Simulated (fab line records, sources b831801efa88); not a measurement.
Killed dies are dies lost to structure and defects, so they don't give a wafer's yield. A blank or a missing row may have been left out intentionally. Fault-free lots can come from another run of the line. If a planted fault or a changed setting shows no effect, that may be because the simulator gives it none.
Split-lot experiment + flow sky130 + route with 708 steps; 5 lots, 23 wafers read

== THE SPLIT ==
At SKY_PASSIVATION_COAT_06 (resist thk 3000 nm), the setting spin rpm was moved away from the recipe's 2000 rpm on 6 of the 23 wafers read, by -5.1% to +5.4%. The other wafers ran this setting at the recipe's value.

The reading comes from the split's own step.

== THE READING ==
coat_of_PASSIVATION_COAT_06.thk nm (the simulator's own value, which no gauge read), in nm, at SKY_PASSIVATION_COAT_06 (resist thk 3000 nm). The file gives no usual value for it. Across the 17 wafers here that went through the recipe, the average is 3006 nm and the standard deviation 11 nm.

| wafer  | tool, chamber at the split | spin rpm as run, rpm | against the recipe | coat_of_PASSIVATION_COAT_06.thk nm, nm | against lot-mates on the recipe |
|--------|----------------------------|----------------------|--------------------|----------------------------------------|---------------------------------|
| L074.1 | litho track-03, 0          | 2000                 | recipe             | 2994                                   | -                               |
| L074.4 | litho track-03, 0          | 2000                 | recipe             | 2994                                   | -                               |
| L074.6 | litho track-03, 0          | 2000                 | recipe             | 2993                                   | -                               |
| L077.1 | litho track-04, 0          | 2000                 | recipe             | 3016                                   | -                               |
| L077.2 | litho track-04, 0          | 1916                 | -4.2%              | 3080                                   | +70                             |
| L077.3 | litho track-04, 0          | 2000                 | recipe             | 2999                                   | -                               |
| L077.4 | litho track-04, 0          | 1916                 | -4.2%              | 3073                                   | +63                             |
| L077.5 | litho track-04, 0          | 2000                 | recipe             | 3014                                   | -                               |
| L081.1 | litho track-03, 0          | 2000                 | recipe             | 2998                                   | -                               |
| L081.2 | litho track-03, 0          | 1897                 | -5.1%              | 3073                                   | +75                             |
| L081.4 | litho track-03, 0          | 1897                 | -5.1%              | 3080                                   | +82                             |
| L081.5 | litho track-03, 0          | 2000                 | recipe             | 3000                                   | -                               |
| L081.6 | litho track-03, 0          | 2000                 | recipe             | 2996                                   | -                               |
| L082.1 | litho track-03, 0          | 2109                 | +5.4%              | 2927                                   | -72                             |
| L082.2 | litho track-03, 0          | 2109                 | +5.4%              | 2920                                   | -79                             |
| L082.3 | litho track-03, 0          | 2000                 | recipe             | 3000                                   | -                               |
| L082.4 | litho track-03, 0          | 2000                 | recipe             | 2999                                   | -                               |
| L082.6 | litho track-03, 0          | 2000                 | recipe             | 2999                                   | -                               |
| L084.1 | litho track-03, 0          | 2000                 | recipe             | 3026                                   | -                               |
| L084.3 | litho track-03, 0          | 2000                 | recipe             | 3018                                   | -                               |
| L084.6 | litho track-03, 0          | 2000                 | recipe             | 3018                                   | -                               |
| L084.4 | litho track-03, 0          | 2000                 | recipe             | 3025                                   | -                               |
| L084.5 | litho track-03, 0          | 2000                 | recipe             | 3012                                   | -                               |

FIT RESULTS
A straight line over all 23 wafers: coat_of_PASSIVATION_COAT_06.thk nm changes by -15 nm for each +1% of spin rpm; r = -0.97; the points scatter about the line by 11 nm.
The same after taking each lot's own level away (the mean of its wafers on the recipe; 23 wafers): -14.8 nm for each +1%; r = -0.99; scatter 4.7 nm.
Per that fit: largest spin rpm move, reading shift of 81 nm.
Across the lots, their own levels run from 2993.7 to 3019.8 nm, a range of 2.4 times the standard deviation given above.
So the lot-to-lot level changes the slope little: the two slopes agree.
Check: for one of the wafers moved furthest among these (+5.4%), held out of the fit, the line's prediction against its lot-mates is -82.5 nm. Against them it came out at -72.3 nm.

== THE WHOLE CHAIN: every reading that the file lists as answering this split, in the file's order ==
| step                     | what it does       | reading                                                                             | change (the file's fit)              | r (the file's) |
|--------------------------|--------------------|-------------------------------------------------------------------------------------|--------------------------------------|----------------|
| SKY_PASSIVATION_COAT_06  | resist thk 3000 nm | coat_of_PASSIVATION_COAT_06.thk nm (the simulator's own value, which no gauge read) | -14.9 nm for each +1% of the setting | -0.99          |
| SKY_PASSIVATION_STRIP_12 | strips in O2/N2    | strip time to endpoint s                                                            | withheld for each +1% of the setting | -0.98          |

== THE FILE'S OWN FIT ==
coat_of_PASSIVATION_COAT_06.thk nm changes by -14.9 nm for each +1% of spin rpm, r = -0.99.
